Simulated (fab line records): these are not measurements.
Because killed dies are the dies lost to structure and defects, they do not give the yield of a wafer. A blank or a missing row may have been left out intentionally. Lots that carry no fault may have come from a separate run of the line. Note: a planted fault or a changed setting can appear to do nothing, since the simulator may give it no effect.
A lot that was struck, set against a sound lot -- flow sky130 -- 17 steps out of a route of 708
Sound: wafers L449.2, L449.3, L449.6. Wafers L440.2, L440.3, L440.6 were the ones struck. The cause is given at the end.
Per side, at each step with rows, come the tool, then ch with its chambers, and then its first start. Under that, the readings that differ: sound wafers -- struck wafers -- difference of the means -- sigmas: that difference in standard deviations of wafers without a fault.
alike: a reading whose means differ by less than 2 such deviations, as well as words and numbers matching on both sides. not compared: withheld readings; readings where some wafer has no value; bounds like >300 that might hide an equal value; numbers whose values overlap and for which the record gives no deviation.
A row with sigmas, a row that says differs or no value, or rows on one side alone: a step with any of these is where the two part. Numbers that have no deviation but don't overlap get no sigmas and don't part them. Lack of a reading on every wafer of one side parts them only where that side has two or more wafers.

first, 1 step without rows for these wafers: SKY_LDD_N_IMPLANT_15.
SKY_LDD_N_STRIP_16: strips in O2/N2.
  sound on plasma asher-04 ch 0,1, day 24 23:48; struck on plasma asher-04 ch 0,1, day 21 12:54
  alike: drypump motor current A, o2 flow sccm, oes product au, strip time to endpoint s
  not compared: rf hours counter h
SKY_LDD_N_TW_MEAS_17:
  sound on film metro-03, day 24 23:55; struck on film metro-03, day 21 13:01
reading,sound,struck,difference,sigmas
LDD_N_TW,2585 2585 2595,2622 2621 2633,+37,+2
then, 7 steps without rows for these wafers: SKY_LDD_P_DEHYDRATE_00 (time 60 s); SKY_LDD_P_HMDS_01 (prime time 60 s); SKY_LDD_P_COAT_02 (resist thk 1140 nm); SKY_LDD_P_SOFTBAKE_03 (time 60 s); SKY_LDD_P_EXPOSE_04 (exposes mask PSDM, target cd 380 nm); SKY_LDD_P_PEB_05; SKY_LDD_P_DEVELOP_06 (develop time 60 s).
SKY_LDD_P_CD_MEAS_07 targets a cd of 380 nm.
  sound on cd sem-01, day 26 04:47; struck on cd sem-02, day 22 18:47
  alike: cd nm
SKY_LDD_P_OVL_MEAS_08:
  sound on overlay-02, day 26 04:53; struck on overlay-01, day 22 18:53
  alike: LDD_P_OVL
SKY_LDD_P_IMPLANT_09:
  sound on implanter-01 ch 0, day 26 04:56; struck on implanter-04 ch 0, day 22 18:56
SKY_LDD_P_STRIP_10: strips in O2/N2.
  sound on plasma asher-02 ch 0,1, day 26 05:04; struck on plasma asher-03 ch 1, day 22 19:04
  alike: drypump motor current A, o2 flow sccm, oes product au, strip time to endpoint s
  not compared: rf hours counter h
SKY_LDD_P_TW_MEAS_11:
  sound on film metro-03, day 26 05:11; struck on film metro-03, day 22 19:11
reading,sound,struck,difference,sigmas
LDD_P_TW,642 642 640,623 628 626,-16,-4
then, 1 step without rows for these wafers: SKY_LDD_HVN_DEHYDRATE_00 (time 60 s).
-- a jump in the record: the struck wafers' starts before and after are 25 days apart (it breaks off in module LDD_HVN and resumes in module PAD_OPEN, where the first step shown is number 708 of the route) --
SKY_PAD_OPEN_PROBE_99:
  sound on prober-02, day 50 06:28; struck on prober-01, day 48 06:52
reading,sound,struck,difference,sigmas
model.etest.tip p.rs ohm sq range,232.7 127.9 245.6,1856 1713 1839,+1601,
model.etest.tip p.rs ohm sq rim less centre,123.2 51.26 169.2,240.8 309.1 358.6,+188.3,
model.etest.pfet_01v8.vt v range,0.02201 0.0255 0.03339,0.03951 0.03721 0.03415,+0.00999,
  not compared: model.etest.pfet_01v8.drive ua um range

WHERE THEY PART
At SKY_LDD_N_TW_MEAS_17 first; at SKY_LDD_P_TW_MEAS_11 last (within this record only).

WHY: what the simulator had put in
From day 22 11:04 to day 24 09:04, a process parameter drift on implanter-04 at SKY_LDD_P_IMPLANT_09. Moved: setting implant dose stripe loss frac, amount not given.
